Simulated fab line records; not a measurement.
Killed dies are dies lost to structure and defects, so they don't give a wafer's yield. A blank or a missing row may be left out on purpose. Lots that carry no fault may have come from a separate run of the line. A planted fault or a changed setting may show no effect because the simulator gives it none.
Which tool is to blame? | flow sky130 | Sampling: 12 lots, 36 wafers, 3 of 708 route steps

WHAT THE GAUGES SHOWED, per wafer
SKY_VIA3_THK_MEAS_01.
lot  | measured     | on            | VIA3_HDPCVD_THK (nm)
L076 | day 39 12:01 | film-metro-04 | 1649 1665 1603
L077 | day 39 17:31 | film-metro-03 | 1628 1638 1616
L079 | day 40 03:37 | film-metro-03 | 1649 1655 1641
L080 | day 40 22:10 | film-metro-01 | 1650 1631 1670
L083 | day 41 08:47 | film-metro-01 | 1686 1697 1693
L085 | day 42 01:53 | film-metro-04 | 1619 1651 1658
L087 | day 42 08:55 | film-metro-04 | 1648 1664 1632
L089 | day 42 21:01 | film-metro-04 | 1655 1645 1633
L091 | day 43 08:36 | film-metro-03 | 1670 1662 1655
L093 | day 43 22:46 | film-metro-01 | 1653 1647 1631
L095 | day 44 14:50 | film-metro-03 | 1663 1670 1677
L097 | day 44 22:55 | film-metro-04 | 1661 1651 1654

WHAT TOOL EACH LOT RAN ON (gives the tool, then ch and the chambers of the sampled wafers, and finally the start)
lot  | SKY_METAL2_SPUTTER_01        | SKY_METAL3_STRIP_19
L076 | pvd-sputter-03, day 35 00:45 | plasma-asher-03 ch 0,1, day 39 11:16
L077 | pvd-sputter-04, day 35 07:05 | plasma-asher-03 ch 0,1, day 39 16:46
L079 | pvd-sputter-01, day 35 16:56 | plasma-asher-03 ch 0,1, day 40 02:53
L080 | pvd-sputter-03, day 36 13:08 | plasma-asher-01 ch 0,1, day 40 21:26
L083 | pvd-sputter-03, day 36 23:33 | plasma-asher-01 ch 0,1, day 41 08:00
L085 | pvd-sputter-04, day 37 18:15 | plasma-asher-01 ch 0,1, day 42 01:05
L087 | pvd-sputter-03, day 38 01:30 | plasma-asher-01 ch 0,1, day 42 08:10
L089 | pvd-sputter-01, day 38 13:13 | plasma-asher-01 ch 0,1, day 42 20:14
L091 | pvd-sputter-04, day 39 02:02 | plasma-asher-03 ch 0,1, day 43 07:38
L093 | pvd-sputter-03, day 39 18:15 | plasma-asher-03 ch 0, day 43 21:35
L095 | pvd-sputter-04, day 40 12:09 | plasma-asher-03 ch 0,1, day 44 14:02
L097 | pvd-sputter-03, day 40 20:26 | plasma-asher-03 ch 0,1, day 44 22:07
- SKY_METAL2_SPUTTER_01: material TiN, target thk 20 nm, time 16.7 s.
- SKY_METAL3_STRIP_19: strips in O2/N2.

THE ANSWER, worked out from the rows above alone
Rule: what is usual is taken from the lots themselves. The widest of any qualifying gaps counts: lots, ordered by their means at a reading, are off when they make up no more than a third of the lots, leave a main group of 4 or more, and stand apart from it by 3 or more times the standard deviation of that group's means. The tables above print the reading to a certain number of digits; a main group whose means all agree to those digits is not used. Also off: a lot with no number at a reading for which 4 or more lots have one. All remaining lots with rows at the step are treated as sound.
No lot is off on any of the readings shown, so nothing can be concluded from this.

WHAT THE SIMULATOR HAD INSERTED
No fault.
